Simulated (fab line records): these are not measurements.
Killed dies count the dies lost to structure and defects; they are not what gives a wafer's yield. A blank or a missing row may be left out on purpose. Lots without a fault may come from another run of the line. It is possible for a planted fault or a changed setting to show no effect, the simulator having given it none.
A struck lot beside a sound one | flow sky130 | 41 out of 708 route steps
Sound: these wafers, L107.1, L107.2, L107.4. The struck wafers were L118.2, L118.3, L118.5. At the end, the cause is stated.
For every step that has rows: the tool of each side, followed by ch and its chambers, followed by its first start. Under that, the readings that differ: sound wafers | struck wafers | difference of the means | sigmas: that difference in standard deviations of wafers without a fault.
alike: readings with means less than 2 such deviations apart, plus words and numbers identical on both sides. not compared: withheld readings, readings lacking a value on some wafer, bounds such as >300 that could conceal the same value, and numbers that have no deviation in the record and whose values overlap.
The two part at a step that has a row with sigmas, a row that says differs or no value, or rows on one side only. Non-overlapping numbers with no deviation appear without sigmas and do not part them. Lack of a reading on every wafer of one side parts them only where that side has two or more wafers.

first, 7 steps without rows for these wafers: SKY_METAL5_DEHYDRATE_07 (time 60 s); SKY_METAL5_HMDS_08 (prime time 60 s); SKY_METAL5_COAT_09 (resist thk 1800 nm); SKY_METAL5_SOFTBAKE_10 (time 60 s); SKY_METAL5_EXPOSE_11 (exposes mask MM5, target cd 1600 nm); SKY_METAL5_PEB_12; SKY_METAL5_DEVELOP_13 (develop time 60 s).
SKY_METAL5_DESCUM_14: chemistry O2, time 11 s.
  sound on rie metal-02 ch 0,1, day 46 15:48; struck on rie metal-03 ch 0,1, day 49 02:24
  alike: drypump motor current A, oes product au, temp c
  not compared: rf hours counter h
SKY_METAL5_METAL_ETCH_15: etches the open film in Cl2/BCl3, stops on SiO2, target depth 1260 nm, time 252 s.
  sound on rie metal-02 ch 0,1, day 46 15:50; struck on rie metal-03 ch 0,1, day 49 02:26
  alike: bias w, drypump motor current A, oes product au, throttle valve pct
  not compared: rf hours counter h
SKY_METAL5_STRIP_16: strips in O2/N2.
  sound on plasma asher-04 ch 0,1, day 46 16:04; struck on plasma asher-03 ch 0,1, day 49 02:40
  alike: drypump motor current A, oes product au, strip time to endpoint s
  not compared: rf hours counter h
then, 2 steps without rows for these wafers: SKY_METAL5_STRIP_17 (strips in post etch residue remover, time 1200 s); SKY_METAL5_CLEAN_18 (cleans in IPA, time 180 s).
SKY_METAL5_CLEAN_19: cleans in O3/DIW.
  sound on wet bench-02 ch 0, day 46 16:34; struck on wet bench-02 ch 1, day 49 03:10
then, 1 step without rows for these wafers: SKY_PASSIVATION_CVD_00 (deposits SiO2, target thk 90 nm).
SKY_PASSIVATION_THK_MEAS_01:
  struck on film metro-02, day 49 03:18; sound on film metro-03, day 46 16:41
  alike: PASSIVATION_CVD_00_THK
then, 1 step without rows for these wafers: SKY_PASSIVATION_CVD_02 (deposits Si3N4, target thk 540 nm).
SKY_PASSIVATION_THK_MEAS_03:
  struck on film metro-01, day 49 03:35; sound on film metro-01, day 46 16:59
  alike: PASSIVATION_CVD_02_THK
then, 8 steps without rows for these wafers: SKY_PASSIVATION_DEHYDRATE_04 (time 60 s); SKY_PASSIVATION_HMDS_05 (prime time 60 s); SKY_PASSIVATION_COAT_06 (resist thk 3000 nm); SKY_PASSIVATION_SOFTBAKE_07; SKY_PASSIVATION_EXPOSE_08 (exposes mask NSM, target cd 3000 nm); SKY_PASSIVATION_PEB_09; SKY_PASSIVATION_DEVELOP_10 (develop time 60 s); SKY_PASSIVATION_ETCH_11 (etches the open film in CF4/O2, stops on AlCu, target depth 725 nm, time 161.1 s).
SKY_PASSIVATION_STRIP_12: strips in O2/N2.
  sound on plasma asher-03 ch 0,1, day 47 12:31; struck on plasma asher-03 ch 0,1, day 49 21:07
  reading                      | sound             | struck            | difference | sigmas
  strip time to endpoint s (s) | 31.16 31.25 31.14 | 31.46 31.56 31.59 | +0.35      | +3
  alike: drypump motor current A, oes product au
  not compared: rf hours counter h
then, 7 steps without rows for these wafers: SKY_PAD_OPEN_DEHYDRATE_00 (time 60 s); SKY_PAD_OPEN_HMDS_01 (prime time 60 s); SKY_PAD_OPEN_COAT_02 (resist thk 3000 nm); SKY_PAD_OPEN_SOFTBAKE_03; SKY_PAD_OPEN_EXPOSE_04 (exposes mask PDM, target cd 60000 nm); SKY_PAD_OPEN_PEB_05; SKY_PAD_OPEN_DEVELOP_06 (develop time 60 s).
SKY_PAD_OPEN_ETCH_07: etches the open film in CF4/O2, stops on AlCu, target depth 725 nm, time 161.1 s.
  sound on rie diel-03 ch 0,1,3, day 48 08:57; struck on rie diel-02 ch 0,3, day 50 13:15
  alike: bias w, drypump motor current A, oes product au, throttle valve pct
  not compared: rf hours counter h
then, 5 steps without rows for these wafers: SKY_PAD_OPEN_STRIP_08 (strips in O2/N2); SKY_PAD_OPEN_STRIP_09 (strips in post etch residue remover, time 1200 s); SKY_PAD_OPEN_CLEAN_10 (cleans in IPA, time 180 s); SKY_PAD_OPEN_CLEAN_11 (cleans in O3/DIW); SKY_PAD_OPEN_ANNEAL_12.
SKY_PAD_OPEN_BOW_MEAS_13:
  struck on film metro-04, day 50 15:31; sound on film metro-04, day 48 11:11
  alike: PAD_OPEN_BOW
SKY_PAD_OPEN_PROBE_99:
  struck on prober-02, day 50 15:40; sound on prober-01, day 48 11:18
  reading                               | sound             | struck                                                                     | difference                   | sigmas
  hold                                  | - - -             | await dispo/1.9h/release await dispo/1.9h/release await dispo/1.9h/release | no value on the sound wafers |
  defect limited yield (%)              | 80.1 80.7 82.1    | 71.5 73.8 74.0                                                             | -7.9                         | -4
  killed_at_M4_up                       | 6 3 1             | 44 46 47                                                                   | +42                          | +22
  killed dies                           | 98 95 88          | 140 129 128                                                                | +39                          | +4
  killed on rim                         | 21 14 15          | 33 32 26                                                                   | +14                          | +3
  sort_bin_3_pad_short (%)              | 1.4 2.0 0.8       | 3.5 2.8 3.9                                                                | +2.0                         | +5
  sort_bin_5_function (%)               | 9.6 10.4 11.4     | 17.5 14.4 14.8                                                             | +5.1                         | +4
  sort n pass                           | 394 397 404       | 352 363 364                                                                | -39                          | -4
  sort yield pct (%)                    | 80.1 80.7 82.1    | 71.5 73.8 74.0                                                             | -7.9                         | -4
  model.etest.tester.sort n pass        | 394 397 404       | 352 363 364                                                                | -39                          |
  model.etest.tester.sort yield pct (%) | 80.08 80.69 82.11 | 71.54 73.78 73.98                                                          | -7.86                        |
  model.etest.tester.sort_bin_5_pct (%) | 9.553 10.37 11.38 | 17.48 14.43 14.84                                                          | +5.15                        |
  model.etest.tester.sort_bin_3_pct (%) | 1.423 2.033 0.813 | 3.455 2.846 3.862                                                          | +1.965                       |
  alike: killed_at_M0_to_M3, killed at contacts, killed at front end, killed at other, killed open, killed short, sort_bin_6_memory

== WHERE THEY PART ==
At SKY_PASSIVATION_STRIP_12 first; at SKY_PAD_OPEN_PROBE_99 last (within this record only).

WHY: the cause the simulator had injected
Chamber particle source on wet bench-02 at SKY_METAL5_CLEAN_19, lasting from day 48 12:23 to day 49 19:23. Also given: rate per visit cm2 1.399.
